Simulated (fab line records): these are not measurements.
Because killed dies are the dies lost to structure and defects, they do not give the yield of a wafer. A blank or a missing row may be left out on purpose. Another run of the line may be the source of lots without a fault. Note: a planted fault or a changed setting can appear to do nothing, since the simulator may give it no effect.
What tool caused it?    flow gf180mcu    11 lots, 33 wafers sampled, at 6 steps of a route of 602

## WHAT THE GAUGES READ, wafer by wafer
GF_V1_RS_MEAS_24: measures by four-point-probe. Usual: V1_W_RS gives 0.326 ohm/sq (standard deviation 0.004).
lot   measured      on             V1_W_RS (ohm/sq)   flag
L164  day 18 06:56  film metro-04  0.322 0.323 0.331  
L166  day 19 05:23  film metro-04  0.328 0.334 0.329  
L173  day 22 04:45  film metro-02  0.326 0.324 0.332  
L174  day 22 09:41  film metro-01  0.320 0.325 0.320  
L177  day 23 08:45  film metro-04  0.327 0.328 0.322  
L179  day 24 01:23  film metro-02  0.328 0.323 0.328  
L182  day 25 03:02  film metro-02  0.325 0.321 0.333  
L181  day 25 04:09  film metro-01  0.336 0.329 0.334  
L183  day 25 07:52  film metro-01  0.325 0.330 0.328  
L184  day 25 18:00  film metro-02  0.327 0.318 0.329  
L185  day 26 06:07  film metro-02  0.328 0.333 0.325  

GF_M2_RS_MEAS_05: measures by four-point-probe. Usual: M2_ALCU_RS gives 0.0693 ohm/sq (standard deviation 0.00076).
lot   measured      on             M2_ALCU_RS (ohm/sq)   flag
L164  day 18 07:38  film metro-03  0.0692 0.0701 0.0700  
L166  day 19 06:05  film metro-04  0.0682 0.0686 0.0683  
L173  day 22 05:27  film metro-02  0.0747 0.0753 0.0757  OFF
L174  day 22 10:23  film metro-02  0.0744 0.0733 0.0739  OFF
L177  day 23 09:27  film metro-04  0.0701 0.0707 0.0700  
L179  day 24 02:05  film metro-02  0.0693 0.0696 0.0696  
L182  day 25 03:44  film metro-02  0.0700 0.0708 0.0702  
L181  day 25 04:51  film metro-03  0.0694 0.0689 0.0688  
L183  day 25 08:34  film metro-04  0.0681 0.0691 0.0690  
L184  day 25 18:42  film metro-02  0.0692 0.0690 0.0693  
L185  day 26 06:49  film metro-03  0.0692 0.0692 0.0692  

GF_M2_THK_MEAS_06: measures by xrf. Usual: M2_ALCU_THK gives 448 nm (standard deviation 5.3).
lot   measured      on             M2_ALCU_THK (nm)  flag
L164  day 18 07:44  film metro-03  448 444 441       
L166  day 19 06:13  film metro-04  456 453 456       
L173  day 22 05:34  film metro-02  416 413 410       OFF
L174  day 22 10:29  film metro-02  416 425 417       OFF
L177  day 23 09:34  film metro-04  443 438 441       
L179  day 24 02:13  film metro-02  448 443 445       
L182  day 25 03:50  film metro-02  440 438 442       
L181  day 25 04:57  film metro-03  447 450 452       
L183  day 25 08:41  film metro-04  456 448 451       
L184  day 25 18:49  film metro-02  447 449 447       
L185  day 26 06:55  film metro-03  450 447 450       

GF_M2_OVL_MEAS_15. Usual: M2_OVL gives -2 nm (standard deviation 6.2).
lot   measured      on          M2_OVL (nm)  flag
L164  day 19 07:40  overlay-01  2 -6 -5      
L166  day 20 05:50  overlay-01  2 0 6        
L173  day 23 04:29  overlay-02  -2 2 3       
L174  day 23 09:48  overlay-02  -14 -3 -14   
L177  day 24 07:41  overlay-02  -4 -9 -4     
L179  day 25 00:23  overlay-02  -5 -1 -8     
L182  day 26 00:53  overlay-01  0 5 1        
L181  day 26 01:21  overlay-01  0 1 9        
L183  day 26 06:02  overlay-01  -4 -6 -14    
L184  day 26 15:35  overlay-02  -2 -1 -4     
L185  day 27 04:08  overlay-02  3 -1 6       

## WHAT TOOL EACH LOT RAN ON (gives the tool, then ch and the chambers of the sampled wafers, and finally the start)
lot   GF_V1_CMP_04                   GF_M2_SPUTTER_02
L164  cmp-02 ch 0,1,2, day 17 06:29  pvd sputter-03, day 18 07:29
L166  cmp-01 ch 1,2,3, day 18 03:32  pvd sputter-03, day 19 06:00
L173  cmp-02 ch 0,1,2, day 21 03:46  pvd sputter-04, day 22 05:22
L174  cmp-02 ch 0,1, day 21 08:29    pvd sputter-04, day 22 10:16
L177  cmp-01 ch 2,3, day 22 07:52    pvd sputter-03, day 23 09:22
L179  cmp-02 ch 0,2,3, day 23 01:37  pvd sputter-03, day 24 02:00
L182  cmp-02 ch 0,1, day 24 03:46    pvd sputter-03, day 25 03:37
L181  cmp-01 ch 0,2,3, day 24 04:58  pvd sputter-04, day 25 04:43
L183  cmp-01 ch 0,3, day 24 08:19    pvd sputter-03, day 25 08:29
L184  cmp-02 ch 1,2,3, day 24 18:52  pvd sputter-02, day 25 18:37
L185  cmp-02 ch 0,2,3, day 25 07:45  pvd sputter-02, day 26 06:42
- GF_V1_CMP_04: polishes SiO2.
- GF_M2_SPUTTER_02: material AlCu, target thk 450 nm, time 23.9 s.

## WHAT THE TOOLS THEMSELVES READ (means of the sampled wafers that have a number; where no wafer has one, the mark that the record gives instead)
GF_V1_CMP_04. Usual: motor current A 13.2 A, standard deviation 0.73; time to endpoint s 85 s, standard deviation 6.1.
lot   tool    motor current A (A)  time to endpoint s (s)  flag
L164  cmp-02  13.1                 94                      
L166  cmp-01  12.2                 92                      
L173  cmp-02  13.4                 88                      
L174  cmp-02  13.3                 86                      
L177  cmp-01  12.4                 86                      
L179  cmp-02  13.6                 79                      
L182  cmp-02  13.4                 83                      
L181  cmp-01  13.1                 89                      
L183  cmp-01  13.6                 90                      
L184  cmp-02  13.5                 79                      
L185  cmp-02  14.0                 80                      

GF_M2_SPUTTER_02. Usual: 30.2 % for throttle valve pct, sd 1.3.
lot   tool            throttle valve pct (%)  flag
L164  pvd sputter-03  30.6                    
L166  pvd sputter-03  30.3                    
L173  pvd sputter-04  30.6                    
L174  pvd sputter-04  29.7                    
L177  pvd sputter-03  30.4                    
L179  pvd sputter-03  31.1                    
L182  pvd sputter-03  30.9                    
L181  pvd sputter-04  29.7                    
L183  pvd sputter-03  31.6                    
L184  pvd sputter-02  30.0                    
L185  pvd sputter-02  29.9                    

## THE ANSWER, worked out from the rows above alone
Rule: a lot counts as off when the mean over its wafers that have a number is more than 3 standard deviations away from the usual mean. A lot without any number at a reading at which 4 lots or more have one is off too. Where the step has rows for the other lots, those lots are counted as sound. After the gauges, taken in route order, come the tools' own readings; for these a lot's mean is taken, as printed above. At the first step where some lot is off, the reading lying furthest off is the one used; lots without a number count as furthest.
Off: L173, L174, at GF_M2_RS_MEAS_05 (M2_ALCU_RS).
A tool fits if, at a process step before that reading, it ran every lot that is off, and no sound lot after the first of them. The gauges at GF_M2_RS_MEAS_05 are tried like those tools. Not one of the candidates tried fits.

## WHAT THE SIMULATOR HAD INSERTED
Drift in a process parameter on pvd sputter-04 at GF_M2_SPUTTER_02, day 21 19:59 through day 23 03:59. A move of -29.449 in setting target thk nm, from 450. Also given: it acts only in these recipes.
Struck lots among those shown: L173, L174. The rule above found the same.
